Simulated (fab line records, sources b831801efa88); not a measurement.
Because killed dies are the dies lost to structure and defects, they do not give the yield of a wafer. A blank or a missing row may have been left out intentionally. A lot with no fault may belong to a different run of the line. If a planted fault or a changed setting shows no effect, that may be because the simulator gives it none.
Matching of chambers ; flow gf180mcu ; 4 sister chambers for GF_V2_CMP_04 on cmp-02
The step polishes SiO2. 8 wafers are shown with their chamber, then 7 later ones without.

## WAFERS WITH THEIR CHAMBER
wafer;chamber;motorCurrentA (A);timeToEndpointS (s)
L634.1;1;10.7;78
L636.1;1;10.8;79
L636.3;2;10.8;93
L646.1;0;13.2;86
L646.2;3;9.9;73
L646.6;0;11.8;94
L650.2;3;10.2;79
L650.4;2;11.0;89

## WAFERS MISSING THEIR CHAMBER
wafer;motorCurrentA (A);timeToEndpointS (s)
L650.5;10.3;86
L651.2;11.3;84
L651.5;11.0;91
L651.6;10.3;82
L652.1;10.0;78
L652.3;11.9;84
L652.4;10.9;88

## EACH ONE'S CHAMBER
wafer;from the rows above;in truth
L650.5;can't be placed: 2 or 1 or 3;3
L651.2;can't be placed: 1 or 2 or 0 or 3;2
L651.5;2;2
L651.6;can't be placed: 1 or 3 or 2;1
L652.1;can't be placed: 3 or 1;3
L652.3;can't be placed: 0 or 1 or 2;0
L652.4;can't be placed: 2 or 1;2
Correctly placed: 1 of 7. From these rows, 6 cannot be placed; in 6 the true chamber is one of the candidates. Number placed wrongly: 0.
How it was worked out, from the rows above alone: a wafer's distance from a chamber is the root of the sum, over the readings, of the square of ((its reading less the chamber's mean) divided by the reading's scatter). If the next closest chamber is less than 2 further off than the closest, the wafer can't be placed; otherwise it belongs to the closest. A chamber's mean is the mean of its shown wafers. How the scatter is found: for the shown wafers, subtract from each reading the mean of its chamber, square and add these, divide the total by (wafers less chambers), then take the root.
